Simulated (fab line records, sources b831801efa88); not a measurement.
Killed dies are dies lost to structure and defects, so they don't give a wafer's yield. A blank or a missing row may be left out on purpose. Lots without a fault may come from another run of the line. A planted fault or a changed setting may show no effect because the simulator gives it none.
A struck lot beside a sound one | flow sky130 | 37 steps out of a route of 708
Sound: wafers L812.2, L812.3, L812.6. Struck: wafers L801.3, L801.4, L801.6. The cause comes at the end.
At each step with rows: each side's tool, then ch and its chambers, then its first start. Under that, the readings that differ: sound wafers | struck wafers | difference of the means | sigmas: that difference in standard deviations of wafers without a fault.
alike: readings whose means differ by less than 2 such deviations, and words and numbers that are the same on both sides. not compared: withheld readings, readings that some wafer has no value for, bounds like >300 that may hide the same value, and numbers for which the record gives no deviation and whose values overlap.
The two part at a step that has a row with sigmas, a row that says differs or no value, or rows on one side only. Numbers that don't overlap but have no deviation are shown without sigmas and don't part them. A reading that every wafer of one side lacks parts them only if that side has two wafers or more.

first, 10 steps without rows for these wafers: SKY_LDD_LDN_SOFTBAKE_03 (time 60 s); SKY_LDD_LDN_EXPOSE_04 (exposes mask LDNTM, target cd 700 nm); SKY_LDD_LDN_PEB_05; SKY_LDD_LDN_DEVELOP_06 (develop time 60 s); SKY_LDD_LDN_IMPLANT_08; SKY_LDD_LDN_IMPLANT_09; SKY_LDD_LDN_IMPLANT_10; SKY_LDD_LDN_IMPLANT_11; SKY_LDD_LDN_STRIP_12 (strips in O2/N2); SKY_LDD_LDN_CLEAN_14 (cleans in SC1/SC2, time 150 s).
SKY_SPACER_CVD_00: deposits Si3N4 from DCS/NH3, target thk 43.1 nm, time 740 s.
  sound on lpcvd-02 ch 0, day 30 11:23; struck on lpcvd-02 ch 1, day 26 04:51
  reading                                  | sound          | struck           | difference | sigmas
  model.Si3N4_of_SPACER_CVD_00.thk_nm (nm) | 42.56 43 42.62 | 37.3 36.93 36.98 | -5.7       |
  alike: spike_tc_top_C, zone_power_centre_pct
SKY_SPACER_THK_MEAS_01:
  sound on film_metro-01, day 30 12:35; struck on film_metro-04, day 26 06:04
  reading                | sound          | struck         | difference | sigmas
  SPACER_CVD_00_THK (nm) | 42.6 43.0 42.6 | 37.3 36.9 37.1 | -5.6       | -16
SKY_SPACER_ETCHBACK_02: etches Si3N4 in CH3F/O2, stops on SiO2, time 46.7 s, target depth 45 nm.
  sound on rie_diel-03 ch 1,2, day 30 12:38; struck on rie_diel-01 ch 1,2,3, day 26 06:07
  reading                  | sound             | struck            | difference | sigmas
  oes_product_au (a.u.)    | 0.844 0.855 0.855 | 0.792 0.794 0.793 | -0.058     | -10
  model.etch.depth_nm (nm) | 42.56 43 42.62    | 37.3 36.93 36.98  | -5.7       |
  alike: O2_flow_sccm, chamber_pressure_mTorr, drypump_motor_current_A, throttle_valve_pct
  not compared: rf_hours_counter_h
then, 22 steps without rows for these wafers: SKY_POLY_CUT_DEHYDRATE_00 (time 60 s); SKY_POLY_CUT_HMDS_01 (prime time 60 s); SKY_POLY_CUT_COAT_02 (resist thk 60 nm); SKY_POLY_CUT_COAT_03 (resist thk 450 nm); SKY_POLY_CUT_SOFTBAKE_04 (time 90 s); SKY_POLY_CUT_EXPOSE_05 (exposes mask NPCM, target cd 270 nm); SKY_POLY_CUT_PEB_06; SKY_POLY_CUT_DEVELOP_07 (develop time 60 s); SKY_POLY_CUT_ETCH_10 (etches BARC in N2/H2, stops on SiO2, time 45.9 s, target depth 60 nm); SKY_POLY_CUT_ETCH_11 (etches Si3N4 in CF4/CH2F2/Ar, stops on poly-Si, time 42.5 s, target depth 60 nm); SKY_POLY_CUT_STRIP_12 (strips in O2/N2); SKY_SD_P_DEHYDRATE_00 (time 60 s); SKY_SD_P_HMDS_01 (prime time 60 s); SKY_SD_P_COAT_02 (resist thk 1140 nm); SKY_SD_P_SOFTBAKE_03 (time 60 s); SKY_SD_P_EXPOSE_04 (exposes mask PSDM, target cd 380 nm); SKY_SD_P_PEB_05; SKY_SD_P_DEVELOP_06 (develop time 60 s); SKY_SD_P_IMPLANT_09; SKY_SD_P_STRIP_10 (strips in O2/N2); SKY_RES_XHIGH_DEHYDRATE_00 (time 60 s); SKY_RES_XHIGH_HMDS_01 (prime time 60 s).
-- the record jumps here: 5 days lie between the struck wafers' starts before and after (it left off in module RES_XHIGH and takes up again in module SALICIDE, whose first step shown is number 361 of the route) --
SKY_SALICIDE_CLEAN_00: cleans in HF-last, time 30 s.
  sound on wet_bench-02 ch 1, day 35 02:38; struck on wet_bench-04 ch 3, day 31 00:45
  reading                                  | sound             | struck         | difference | sigmas
  model.Si3N4_of_SPACER_CVD_00.thk_nm (nm) | 41.57 42.01 41.63 | 36.31 35.94 36 | -5.65      |
-- the record jumps here: 17 days lie between the struck wafers' starts before and after (it left off in module SALICIDE and takes up again in module PAD_OPEN, whose first step shown is number 708 of the route) --
SKY_PAD_OPEN_PROBE_99:
  sound on prober-01, day 50 19:53; struck on prober-02, day 48 01:37
  reading                                 | sound             | struck            | difference | sigmas
  model.etest.pfet_01v8.r_on_ohm_um       | 2988 2889 2857    | 2652 2646 2618    | -273       |
  model.etest.sonos_uncharged.r_on_ohm_um | 827.1 806.5 819.6 | 759.8 775.6 781.5 | -45.4      |
  model.etest.pfet_01v8.drive_ua_um       | 182.5 190.5 193.6 | 215.4 212 216.5   | +25.8      |
  model.etest.sram_pfet_latch.drive_ua_um | 142.4 141 148     | 164.6 155.9 169.9 | +19.7      |
  model.etest.pfet_01v8_hvt.drive_ua_um   | 136.8 143.8 145.2 | 160.4 160.6 162.7 | +19.3      |
  model.etest.pfet_01v8_mvt.drive_ua_um   | 143.6 148.8 150.4 | 161.8 160.9 162   | +14.0      |
  model.etest.pfet_01v8_lvt.drive_ua_um   | 168 170.8 172.8   | 183.8 184.6 184.6 | +13.8      |
  model.etest.ring_1v8.delay_ps           | 22.05 21.02 20.77 | 19.42 19.95 19.74 | -1.58      |
  alike: killed_at_M0_to_M3, killed_at_M4_up, killed_at_contacts, killed_at_front_end, killed_at_other, killed_dies, killed_open, killed_short

WHERE THEY PART
First at SKY_SPACER_THK_MEAS_01; last, within this record, at SKY_SPACER_ETCHBACK_02. Later steps at which nothing parts them and some readings are alike: SKY_PAD_OPEN_PROBE_99.

WHY: what the simulator had put in
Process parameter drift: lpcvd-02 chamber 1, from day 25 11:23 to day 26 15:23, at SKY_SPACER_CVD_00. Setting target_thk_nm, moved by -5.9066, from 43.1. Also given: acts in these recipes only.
